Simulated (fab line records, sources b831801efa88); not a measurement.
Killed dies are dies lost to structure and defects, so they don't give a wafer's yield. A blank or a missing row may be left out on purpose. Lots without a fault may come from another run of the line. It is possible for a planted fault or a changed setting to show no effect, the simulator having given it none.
fab line records -- flow sky130
record lots=15, wafers=45, lastDay=49
route steps=708 shown VT_ADJUST_HVTR@139 SONOS_ONO@182 GATE_OXIDE@200 POLY_GATE@204
lots with no fault: from the same line, run without faults
startH: hours from the record's opening day to when the first of the lot's shown wafers began -- waitH: time in hours since the lot's previous step -- " repeats the value in the row above -- L1.1+2: several wafers, shown together as one row -- - value missing, or start not given -- * or withheld: withheld -- < > ~ a bound
route shown NAME@n: NAME is a module with steps in the file, n the number in the route of the first one -- usual: the fault-free wafers' mean and standard deviation -- same: alike in all rows -- chamber/n: place in a boat -- sites: per-site readings -- _std_site: the standard deviation of these -- _edge_site: the outer-site mean with the inner-site mean subtracted -- radiusMm: how far each site lies from the wafer's centre -- mask NAME#n: copy n -- behind: tool/chamber where the wafer was last shaped -- hold: why the lot went on hold/how many hours it stayed there/how the hold came to an end -- device: whichever transistor did not switch (one of n, p or np) -- end of line: the route-end tests of the same wafers -- for a step that has no rows: nothing shown but its recipe -- killed: dies that structure and defects cost at the first sort, which is not the same as the wafer's yield -- map: a wafer's dies, x killed, . not, _ none there
set.NAME: the setting the step ran with; set.NAME@STEP: the setting that earlier step ran with -- model.NAME: the simulator's own value behind a step, which no gauge read
a sample of lots followed through the steps of the route, with each step as a table and each wafer as a row
services: a tool's chamber out of use, with start hour (startH, from the record's first day; less than 0 if before it), hours out, and reason
## steps
# step SKY_VT_ADJUST_HVTR_OVL_MEAS_08
# usual VT_ADJUST_HVTR_OVL=-0.6/1.5
lot.wafer,tool,chamber,startH,waitH,VT_ADJUST_HVTR_OVL[nm]
L840.1,overlay-02,-,223.72,0.1,-2.0
L840.3,overlay-02,-,223.72,0.1,-2.0
L840.4,overlay-02,-,223.72,0.1,-1.4
L839.3,overlay-01,-,225.04,0.1,0.0
L839.4,overlay-01,-,225.04,0.1,0.4
L839.6,overlay-01,-,225.04,0.1,0.1
L842.4,overlay-02,-,227.09,0.1,0.5
L842.5,overlay-02,-,227.09,0.1,0.7
L842.6,overlay-02,-,227.09,0.1,-0.3
L844.1,overlay-02,-,246.02,0.1,-0.6
L844.2,overlay-02,-,246.02,0.1,0.3
L844.3,overlay-02,-,246.02,0.1,0.9
L846.1,overlay-01,-,256.39,0.1,-3.0
L846.2,overlay-01,-,256.39,0.1,0.6
L846.4,overlay-01,-,256.39,0.1,-1.8
L847.1,overlay-01,-,264.79,0.1,-0.8
L847.4,overlay-01,-,264.79,0.1,-2.3
L847.6,overlay-01,-,264.79,0.1,-1.2
L849.2,overlay-02,-,275.79,0.1,-0.2
L849.4,overlay-02,-,275.79,0.1,-0.6
L849.5,overlay-02,-,275.79,0.1,0.3
L848.2,overlay-02,-,276.44,0.1,1.9
L848.4,overlay-02,-,276.44,0.1,3.0
L848.6,overlay-02,-,276.44,0.1,2.4
L850.1,overlay-01,-,285.84,0.1,-1.4
L850.2,overlay-01,-,285.84,0.1,-0.1
L850.3,overlay-01,-,285.84,0.1,-0.2
L851.3,overlay-01,-,292.10,0.1,-3.3
L851.5,overlay-01,-,292.10,0.1,-3.5
L851.6,overlay-01,-,292.10,0.1,-3.4
L852.2,overlay-01,-,302.66,2.7,-4.7
L852.4,overlay-01,-,302.66,2.7,-3.4
L852.6,overlay-01,-,302.66,2.7,-5.0
L853.2,overlay-01,-,304.98,0.1,-1.6
L853.3,overlay-01,-,304.98,0.1,0.5
L853.5,overlay-01,-,304.98,0.1,-0.4
L855.1,overlay-01,-,325.62,0.1,0.8
L855.2,overlay-01,-,325.62,0.1,-2.0
L855.5,overlay-01,-,325.62,0.1,0.7
L856.1,overlay-01,-,329.97,0.1,1.1
L856.4,overlay-01,-,329.97,0.1,-0.9
L856.5,overlay-01,-,329.97,0.1,-0.8
L857.1,overlay-01,-,331.27,0.1,-0.5
L857.2,overlay-01,-,331.27,0.1,-1.8
L857.5,overlay-01,-,331.27,0.1,-0.1
# step SKY_SONOS_ONO_OVL_MEAS_14
# usual SONOS_ONO_OVL=1.0/1.5
lot.wafer,tool,chamber,startH,waitH,SONOS_ONO_OVL[nm]
L840.1,overlay-01,-,302.98,1.1,1.3
L840.3,overlay-01,-,302.98,1.1,2.1
L840.4,overlay-01,-,302.98,1.1,0.9
L839.3,overlay-01,-,303.69,0.1,2.0
L839.4,overlay-01,-,303.69,0.1,3.7
L839.6,overlay-01,-,303.69,0.1,2.4
L842.4,overlay-01,-,305.56,0.1,4.1
L842.5,overlay-01,-,305.56,0.1,3.5
L842.6,overlay-01,-,305.56,0.1,2.7
L844.1,overlay-01,-,351.96,0.1,-1.0
L844.2,overlay-01,-,351.96,0.1,0.0
L844.3,overlay-01,-,351.96,0.1,-0.4
L846.1,overlay-01,-,353.78,0.1,0.5
L846.2,overlay-01,-,353.78,0.1,-0.4
L846.4,overlay-01,-,353.78,0.1,-1.3
L847.1,overlay-01,-,354.08,0.1,2.4
L847.4,overlay-01,-,354.08,0.1,0.8
L847.6,overlay-01,-,354.08,0.1,2.1
L849.2,overlay-01,-,357.60,0.1,-0.4
L849.4,overlay-01,-,357.60,0.1,-0.5
L849.5,overlay-01,-,357.60,0.1,0.3
L848.2,overlay-02,-,357.69,0.1,-0.9
L848.4,overlay-02,-,357.69,0.1,0.7
L848.6,overlay-02,-,357.69,0.1,1.0
L850.1,overlay-01,-,365.17,0.1,2.0
L850.2,overlay-01,-,365.17,0.1,2.2
L850.3,overlay-01,-,365.17,0.1,1.9
L851.3,overlay-01,-,372.94,0.1,2.1
L851.5,overlay-01,-,372.94,0.1,2.1
L851.6,overlay-01,-,372.94,0.1,0.7
L852.2,overlay-01,-,383.03,0.1,3.9
L852.4,overlay-01,-,383.03,0.1,1.7
L852.6,overlay-01,-,383.03,0.1,2.0
L853.2,overlay-01,-,391.29,0.1,-1.1
L853.3,overlay-01,-,391.29,0.1,0.4
L853.5,overlay-01,-,391.29,0.1,0.4
L855.1,overlay-02,-,416.32,0.1,-1.4
L855.2,overlay-02,-,416.32,0.1,-2.3
L855.5,overlay-02,-,416.32,0.1,-2.5
L856.1,overlay-01,-,422.78,0.1,2.4
L856.4,overlay-01,-,422.78,0.1,1.0
L856.5,overlay-01,-,422.78,0.1,0.2
L857.1,overlay-01,-,423.08,0.1,1.6
L857.2,overlay-01,-,423.08,0.1,0.1
L857.5,overlay-01,-,423.08,0.1,2.3
# step SKY_GATE_OXIDE_STRIP_13
# recipe chemistry=O2/N2, powerW=1400, pressureMtorr=1500, platenTempC=withheld, o2FlowSccm=3000, n2FlowSccm=300, overashFraction=0.5
# usual drypumpMotorCurrentA=5.91/0.27, oesProductAu=0.716/0.0046, stripTimeToEndpointS=14.19/0.04
lot.wafer,tool,chamber,startH,waitH,drypumpMotorCurrentA,oesProductAu,rfHoursCounterH,stripTimeToEndpointS
L840.1,plasmaAsher-01,0,329.10,0.0,5.94,0.716,22,14.21
L840.3,plasmaAsher-01,1,329.10,0.0,6.27,0.717,-,14.23
L840.4,plasmaAsher-01,0,329.10,0.0,5.97,0.727,-,14.23
L839.3,plasmaAsher-02,1,329.58,0.0,5.80,0.715,-,14.23
L839.4,plasmaAsher-02,0,329.58,0.0,5.62,0.720,-,14.17
L839.6,plasmaAsher-02,0,329.58,0.0,5.62,0.709,-,14.21
L842.4,plasmaAsher-01,1,329.88,0.0,6.27,0.711,-,14.24
L842.5,plasmaAsher-01,1,329.88,0.0,6.28,0.723,-,14.21
L842.6,plasmaAsher-01,0,329.88,0.0,5.94,0.714,-,14.22
L844.1,plasmaAsher-01,1,381.90,0.0,6.30,0.722,26,14.19
L844.2,plasmaAsher-01,0,381.90,0.0,5.99,0.724,26,14.19
L844.3,plasmaAsher-01,1,381.90,0.0,6.32,0.708,-,14.19
L846.1,plasmaAsher-02,1,384.09,0.0,5.81,0.710,72,14.18
L846.2,plasmaAsher-02,0,384.09,0.0,5.64,0.716,72,14.18
L846.4,plasmaAsher-02,1,384.09,0.0,5.82,0.715,-,14.17
L847.1,plasmaAsher-01,1,384.39,0.0,6.28,0.702,26,14.11
L847.4,plasmaAsher-01,0,384.39,0.0,5.96,0.713,-,14.18
L847.6,plasmaAsher-01,1,384.39,0.0,6.29,0.717,-,14.18
L848.2,plasmaAsher-01,0,390.49,0.0,5.97,0.716,27,14.22
L848.4,plasmaAsher-01,1,390.49,0.0,6.30,0.717,-,14.22
L848.6,plasmaAsher-01,0,390.49,0.0,5.95,0.710,-,14.24
L849.2,plasmaAsher-04,1,390.59,0.0,6.22,0.712,70,14.16
L849.4,plasmaAsher-04,1,390.59,0.0,6.19,0.713,-,14.20
L849.5,plasmaAsher-04,0,390.59,0.0,5.58,0.723,-,14.15
L850.1,plasmaAsher-02,1,396.59,0.0,5.79,0.723,73,14.17
L850.2,plasmaAsher-02,0,396.59,0.0,5.60,0.709,73,14.15
L850.3,plasmaAsher-02,0,396.59,0.0,5.58,0.722,-,14.19
L851.3,plasmaAsher-02,0,404.64,0.0,5.61,0.715,-,14.16
L851.5,plasmaAsher-02,0,404.64,0.0,5.62,0.711,-,14.13
L851.6,plasmaAsher-02,1,404.64,0.0,5.79,0.711,-,14.21
L852.2,plasmaAsher-02,0,414.16,0.0,5.62,0.714,75,14.15
L852.4,plasmaAsher-02,0,414.16,0.0,5.64,0.714,-,14.25
L852.6,plasmaAsher-02,0,414.16,0.0,5.62,0.718,-,14.22
L853.2,plasmaAsher-01,0,427.99,0.0,6.00,0.722,31,14.18
L853.3,plasmaAsher-01,0,427.99,0.0,6.01,0.718,-,14.16
L853.5,plasmaAsher-01,0,427.99,0.0,6.02,0.717,-,14.11
L855.1,plasmaAsher-04,0,451.27,0.0,5.61,0.720,2,14.27
L855.2,plasmaAsher-04,1,451.27,0.0,6.20,0.719,2,14.24
L855.5,plasmaAsher-04,1,451.27,0.0,6.15,0.714,-,14.23
L856.1,plasmaAsher-04,1,455.25,0.0,6.20,0.716,2,14.23
L856.4,plasmaAsher-04,0,455.25,0.0,5.58,0.708,-,14.19
L856.5,plasmaAsher-04,0,455.25,0.0,5.57,0.708,-,14.21
L857.1,plasmaAsher-04,0,456.42,0.0,5.59,0.709,2,14.28
L857.2,plasmaAsher-04,1,456.42,0.0,6.19,0.713,2,14.23
L857.5,plasmaAsher-04,0,456.42,0.0,5.59,0.718,-,14.23
# step SKY_POLY_GATE_CVD_00
# recipe material=poly-Si, targetThkNm=180, tempC=620, timeS=720, pressureMtorr=200
# usual spikeTcTopC=641.0/1.6
lot.wafer,tool,chamber,startH,waitH,spikeTcTopC
L840.1,lpcvd-01,0,330.85,0.0,641.7
L840.3,lpcvd-01,0,330.85,0.0,642.9
L840.4,lpcvd-01,0,330.85,0.0,644.0
L839.3,lpcvd-01,1,333.25,0.9,641.5
L839.4,lpcvd-01,1,333.25,0.9,640.5
L839.6,lpcvd-01,1,333.25,0.9,640.2
L842.4,lpcvd-01,0,333.25,0.9,643.5
L842.5,lpcvd-01,0,333.25,0.9,641.9
L842.6,lpcvd-01,0,333.25,0.9,641.8
L844.1,lpcvd-01,0,384.56,0.0,641.4
L844.2,lpcvd-01,0,384.56,0.0,643.9
L844.3,lpcvd-01,0,384.56,0.0,642.9
L846.1,lpcvd-01,1,387.50,0.0,639.7
L846.2,lpcvd-01,1,387.50,0.0,639.3
L846.4,lpcvd-01,1,387.50,0.0,638.5
L847.1,lpcvd-01,1,387.50,0.0,641.2
L847.4,lpcvd-01,1,387.50,0.0,639.0
L847.6,lpcvd-01,1,387.50,0.0,639.2
L848.2,lpcvd-01,0,397.47,0.0,643.0
L848.4,lpcvd-01,0,397.47,0.0,644.0
L848.6,lpcvd-01,0,397.47,0.0,641.7
L849.2,lpcvd-01,1,397.47,0.0,640.0
L849.4,lpcvd-01,1,397.47,0.0,641.1
L849.5,lpcvd-01,1,397.47,0.0,641.1
L850.1,lpcvd-01,1,405.74,0.0,638.8
L850.2,lpcvd-01,1,405.74,0.0,640.9
L850.3,lpcvd-01,1,405.74,0.0,638.3
L851.3,lpcvd-01,1,408.79,0.0,638.2
L851.5,lpcvd-01,1,408.79,0.0,641.1
L851.6,lpcvd-01,1,408.79,0.0,640.3
L852.2,lpcvd-01,1,416.95,0.0,640.2
L852.4,lpcvd-01,1,416.95,0.0,640.1
L852.6,lpcvd-01,1,416.95,0.0,640.0
L853.2,lpcvd-01,1,429.74,0.0,640.5
L853.3,lpcvd-01,1,429.74,0.0,639.0
L853.5,lpcvd-01,1,429.74,0.0,639.1
L855.1,lpcvd-01,0,453.78,0.0,644.3
L855.2,lpcvd-01,0,453.78,0.0,643.8
L855.5,lpcvd-01,0,453.78,0.0,642.3
L856.1,lpcvd-01,0,457.54,0.0,642.9
L856.4,lpcvd-01,0,457.54,0.0,644.2
L856.5,lpcvd-01,0,457.54,0.0,642.8
L857.1,lpcvd-01,1,458.74,0.1,639.8
L857.2,lpcvd-01,1,458.74,0.1,640.2
L857.5,lpcvd-01,1,458.74,0.1,640.4
# step SKY_POLY_GATE_THK_MEAS_01
# recipe reads=poly-Si_of_POLY_GATE_CVD_00
# usual POLY_GATE_CVD_00_THK=179.3/1.4
lot.wafer,tool,chamber,startH,waitH,hold,POLY_GATE_CVD_00_THK[nm]
L840.1,filmMetro-03,-,332.05,0.0,-,178.1
L840.3,filmMetro-03,-,332.05,0.0,-,176.9
L840.4,filmMetro-03,-,332.05,0.0,-,179.1
L839.3,filmMetro-02,-,334.47,0.0,-,179.6
L839.4,filmMetro-02,-,334.47,0.0,-,180.4
L839.6,filmMetro-02,-,334.47,0.0,-,180.9
L842.4,filmMetro-03,-,334.48,0.0,-,178.6
L842.5,filmMetro-03,-,334.48,0.0,-,180.1
L842.6,filmMetro-03,-,334.48,0.0,-,179.1
L844.1,filmMetro-02,-,385.80,0.0,-,178.2
L844.2,filmMetro-02,-,385.80,0.0,-,180.0
L844.3,filmMetro-02,-,385.80,0.0,-,179.8
L846.1,filmMetro-02,-,388.70,0.0,-,179.7
L846.2,filmMetro-02,-,388.70,0.0,-,181.6
L846.4,filmMetro-02,-,388.70,0.0,-,180.6
L847.1,filmMetro-04,-,388.70,0.0,-,178.8
L847.4,filmMetro-04,-,388.70,0.0,-,177.7
L847.6,filmMetro-04,-,388.70,0.0,-,179.3
L848.2,filmMetro-04,-,398.68,0.0,-,181.4
L848.4,filmMetro-04,-,398.68,0.0,-,180.7
L848.6,filmMetro-04,-,398.68,0.0,-,181.1
L849.2,filmMetro-03,-,398.68,0.0,-,181.2
L849.4,filmMetro-03,-,398.68,0.0,-,179.8
L849.5,filmMetro-03,-,398.68,0.0,-,181.0
L850.1,filmMetro-03,-,406.94,0.0,-,178.4
L850.2,filmMetro-03,-,406.94,0.0,-,179.3
L850.3,filmMetro-03,-,406.94,0.0,-,179.4
L851.3,filmMetro-03,-,410.01,0.0,-,179.8
L851.5,filmMetro-03,-,410.01,0.0,-,180.1
L851.6,filmMetro-03,-,410.01,0.0,-,179.3
L852.2,filmMetro-02,-,418.16,0.0,-,175.6
L852.4,filmMetro-02,-,418.16,0.0,-,176.2
L852.6,filmMetro-02,-,418.16,0.0,-,178.0
L853.2,filmMetro-04,-,430.95,0.0,-,179.0
L853.3,filmMetro-04,-,430.95,0.0,-,179.9
L853.5,filmMetro-04,-,430.95,0.0,-,178.5
L855.1,filmMetro-03,-,454.98,0.0,awaitDispo/0.2h/release,192.8
L855.2,filmMetro-03,-,454.98,0.0,awaitDispo/0.2h/release,191.8
L855.5,filmMetro-03,-,454.98,0.0,awaitDispo/0.2h/release,192.8
L855.1,filmMetro-03,-,455.20,0.2,-,192.7
L855.2,filmMetro-03,-,455.20,0.2,-,191.8
L855.5,filmMetro-03,-,455.20,0.2,-,192.5
L856.1,filmMetro-04,-,458.74,0.0,awaitDispo/0.2h/release,193.9
L856.4,filmMetro-04,-,458.74,0.0,awaitDispo/0.2h/release,192.5
L856.5,filmMetro-04,-,458.74,0.0,awaitDispo/0.2h/release,193.1
L856.1,filmMetro-04,-,458.96,0.2,-,193.8
L856.4,filmMetro-04,-,458.96,0.2,-,192.5
L856.5,filmMetro-04,-,458.96,0.2,-,192.9
L857.1,filmMetro-04,-,459.94,0.0,awaitDispo/0.2h/release,191.0
L857.2,filmMetro-04,-,459.94,0.0,awaitDispo/0.2h/release,189.9
L857.5,filmMetro-04,-,459.94,0.0,awaitDispo/0.2h/release,190.1
L857.1,filmMetro-04,-,460.16,0.2,-,190.9
L857.2,filmMetro-04,-,460.16,0.2,-,189.8
L857.5,filmMetro-04,-,460.16,0.2,-,190.2
## services
tool,chamber,startH,hours,kind
plasmaAsher-02,-,307.86,1.8,repair
plasmaAsher-01,-,360.87,1.6,repair
plasmaAsher-04,-,384.05,2.2,repair
plasmaAsher-04,-,401.92,2.2,repair
plasmaAsher-04,-,421.25,9.0,pm
plasmaAsher-04,0,421.25,9.0,ventCycle
plasmaAsher-04,1,421.25,9.0,ventCycle
plasmaAsher-04,0,430.25,-,clean
plasmaAsher-04,1,430.25,-,clean
## key
firstSign step=SKY_POLY_GATE_THK_MEAS_01, reading=visit, direction=added
effect step=SKY_POLY_GATE_THK_MEAS_01, reading=POLY_GATE_CVD_00_THK, direction=up, sigmas=8.9, usual=179.3, struck=192.0
metAt SKY_POLY_GATE_CVD_00
struckLots L855,L856,L857
sortLeftOut L855.1,L855.2,L855.5,L856.1,L856.4,L856.5,L857.1,L857.2,L857.5
testerLeftOut L855,L856,L857
notActingAt SKY_VT_ADJUST_HVTR_OVL_MEAS_08,SKY_SONOS_ONO_OVL_MEAS_14,SKY_GATE_OXIDE_STRIP_13
onsetBetween 429.74 453.78
alsoFits time
fault kind=processParameterDrift, tool=lpcvd-01, chamber=-, onsetH=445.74, steps=SKY_POLY_GATE_CVD_00, channel=targetThkNm, offset=12.362, shape=step, endH=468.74, stated=180
# testerLeftOut: of these lots the tester's yield and bins aren't shown, on N5 and GAA mostly nor the transistor test; their killed dies are dies lost to structure and defects alone, not to doping, threshold or leakage, so they don't give the yield
# sortLeftOut: the simulated sort isn't trusted on such a fault, so these wafers' sort isn't shown, and their yield isn't known
